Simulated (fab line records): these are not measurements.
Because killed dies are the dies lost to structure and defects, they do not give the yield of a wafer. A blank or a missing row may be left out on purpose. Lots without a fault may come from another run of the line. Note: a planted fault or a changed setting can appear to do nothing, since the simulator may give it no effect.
One fault seen from 2 desks || flow sky130 || what lay behind the numbers comes last; until then each desk has only its own

## THE METROLOGY DESK
What the gauges read, lot by lot, whatever tool the lot ran on: means of the sampled wafers that have a number. A lot is out of limits, marked OUT, if its mean lies more than 4 standard deviations from the usual mean; the brackets give that distance.
Columns: A = LDD_LDN_TW at SKY_LDD_LDN_TW_MEAS_13, usual 1487; B = cd nm at SKY_SD_N_CD_MEAS_07, usual 380.2 nm; C = CONTACT_CVD_00_THK at SKY_CONTACT_THK_MEAS_01, usual 75.1 nm
{"lot": "L920", "first seen here": "day 23 04:53", "A": 1497, "B": 384.6, "C": 74.3}
{"lot": "L921", "first seen here": "day 23 20:29", "A": 1478, "B": 380.3, "C": 73.6}
{"lot": "L922", "first seen here": "day 24 04:07", "A": 1481, "B": 378.9, "C": 76.1}
{"lot": "L923", "first seen here": "day 24 10:50", "A": 1485, "B": 383.0, "C": 74.9}
{"lot": "L925", "first seen here": "day 25 06:13", "A": 1479, "B": 383.2, "C": 74.7}
{"lot": "L927", "first seen here": "day 25 23:43", "A": 1479, "B": 378.2, "C": 74.4}
{"lot": "L928", "first seen here": "day 26 02:36", "A": 1477, "B": 375.4, "C": 76.2}
{"lot": "L930", "first seen here": "day 27 02:34", "A": 1479, "B": 379.9, "C": 74.8}
{"lot": "L931", "first seen here": "day 27 10:49", "A": 1508, "B": 381.3, "C": 75.9}
{"lot": "L938", "first seen here": "day 29 13:15", "A": 1483, "B": "231.9 (-62) OUT", "C": "-"}
{"lot": "L939", "first seen here": "day 29 21:08", "A": 1500, "B": 379.9, "C": 75.7}
{"lot": "L940", "first seen here": "day 30 01:59", "A": 1490, "B": "232.7 (-61) OUT", "C": "-"}
{"lot": "L941", "first seen here": "day 30 13:16", "A": 1490, "B": "232.6 (-62) OUT", "C": "-"}
{"lot": "L942", "first seen here": "day 30 18:30", "A": 1494, "B": 382.3, "C": 75.0}
This desk's finding: out of limits on L938, L940, L941; first on L938, day 34 06:34 (cd nm at SKY_SD_N_CD_MEAS_07). L920, L921, L922, L923, L925, L927, L928, L930, L931, L939, L942 stayed within limits.

## FOR THE TOOL OWNER'S DESK: litho track-04
The tool's own readings at SKY_SD_N_DEVELOP_06 (develop time 60 s): means of the sampled wafers that have a number, for each lot that ran on this tool. A lot is out of limits, marked OUT, if its mean lies more than 4 standard deviations from the usual mean; the brackets give that distance.
Columns: A = exhaust pa at SKY_SD_N_DEVELOP_06, usual 45.2 Pa
{"lot": "L921", "first seen here": "day 28 16:55", "A": 44.5}
{"lot": "L922", "first seen here": "day 29 00:34", "A": 45.6}
{"lot": "L925", "first seen here": "day 30 02:47", "A": 45.4}
{"lot": "L930", "first seen here": "day 31 20:46", "A": 45.0}
{"lot": "L931", "first seen here": "day 32 04:50", "A": 45.9}
{"lot": "L938", "first seen here": "day 34 06:25", "A": 44.9}
{"lot": "L940", "first seen here": "day 34 15:46", "A": 44.9}
{"lot": "L941", "first seen here": "day 35 01:17", "A": 45.1}
This desk found nothing out of limits on any of the 8 lots.

## TAKEN TOGETHER
L938, L940, L941 would have let the metrology desk raise an alarm at day 34 06:34.
The tool owner's desk saw nothing out of limits.
On record at the tool owner's desk: L938, L940, L941, within its limits.
Every lot named ran SKY_SD_N_DEVELOP_06 on litho track-04.

## WHAT THE SIMULATOR HAD PUT IN
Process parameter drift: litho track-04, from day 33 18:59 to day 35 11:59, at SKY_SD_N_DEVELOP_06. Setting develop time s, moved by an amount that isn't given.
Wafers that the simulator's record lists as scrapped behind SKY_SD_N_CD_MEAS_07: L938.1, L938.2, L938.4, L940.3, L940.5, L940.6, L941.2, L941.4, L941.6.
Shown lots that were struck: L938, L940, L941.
Per desk, hours elapsed from the start of the fault to the first reading out of limits: for the metrology desk, 12.
